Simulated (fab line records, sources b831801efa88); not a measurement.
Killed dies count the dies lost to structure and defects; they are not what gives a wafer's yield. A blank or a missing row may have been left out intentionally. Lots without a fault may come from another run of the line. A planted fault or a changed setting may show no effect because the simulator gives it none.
Which tool was responsible? + flow gf180mcu + 14 lots, 42 wafers sampled, at 1 step of a route of 602

WHAT THE GAUGES SHOWED, per wafer
GF_CONTACT_THK_MEAS_01. Usual: for CONTACT_CVD_00_THK the level is 298.8 nm and the standard deviation is 3.
| lot  | measured     | on           | CONTACT_CVD_00_THK (nm) | flag |
|------|--------------|--------------|-------------------------|------|
| L431 | day 15 03:39 | filmMetro-04 | 300.7 300.6 300.8       |      |
| L432 | day 15 20:26 | filmMetro-02 | 300.8 299.1 301.9       |      |
| L434 | day 16 04:45 | filmMetro-03 | 300.2 300.8 298.5       |      |
| L433 | day 16 06:49 | filmMetro-04 | 297.9 301.9 298.7       |      |
| L435 | day 16 12:17 | filmMetro-04 | 304.5 304.2 301.6       |      |
| L436 | day 17 03:25 | filmMetro-04 | 295.8 300.8 296.8       |      |
| L437 | day 17 06:21 | filmMetro-02 | 301.4 297.3 292.9       |      |
| L440 | day 18 12:58 | filmMetro-03 | 294.0 298.4 296.0       |      |
| L442 | day 19 07:37 | filmMetro-03 | 300.1 298.0 295.2       |      |
| L443 | day 19 10:50 | filmMetro-03 | 297.6 299.3 296.5       |      |
| L444 | day 20 02:30 | filmMetro-03 | 299.5 294.5 297.5       |      |
| L452 | day 23 07:37 | filmMetro-03 | 295.9 299.5 301.9       |      |
| L453 | day 23 10:37 | filmMetro-02 | 293.1 295.1 298.7       |      |
| L454 | day 23 13:29 | filmMetro-03 | 294.4 293.6 297.3       |      |

EACH LOT AND THE TOOL THAT RAN IT (in order: tool; ch and the chambers of the sampled wafers; start)
No process step before these readings appears in the record.

WHAT THE TOOLS THEMSELVES READ (means of the sampled wafers that have a number; where no wafer has one, the mark that the record gives instead)
The record holds no such reading with a usual standard deviation.

THE ANSWER, worked out from the rows above alone
Rule: a lot is off if the mean of its wafers that have a number lies more than 3 standard deviations from the usual mean. Also off: a lot with no number at a reading for which 4 or more lots have one. Any other lot the step has rows for is counted as sound. After the gauges, taken in route order, come the tools' own readings; for these a lot's mean is taken, as printed above. At the first step where some lot is off, the reading lying furthest off is the one used; lots without a number count as furthest.
Nothing can be told from this: no lot is off at any reading shown.

WHAT THE SIMULATOR HAD PUT IN
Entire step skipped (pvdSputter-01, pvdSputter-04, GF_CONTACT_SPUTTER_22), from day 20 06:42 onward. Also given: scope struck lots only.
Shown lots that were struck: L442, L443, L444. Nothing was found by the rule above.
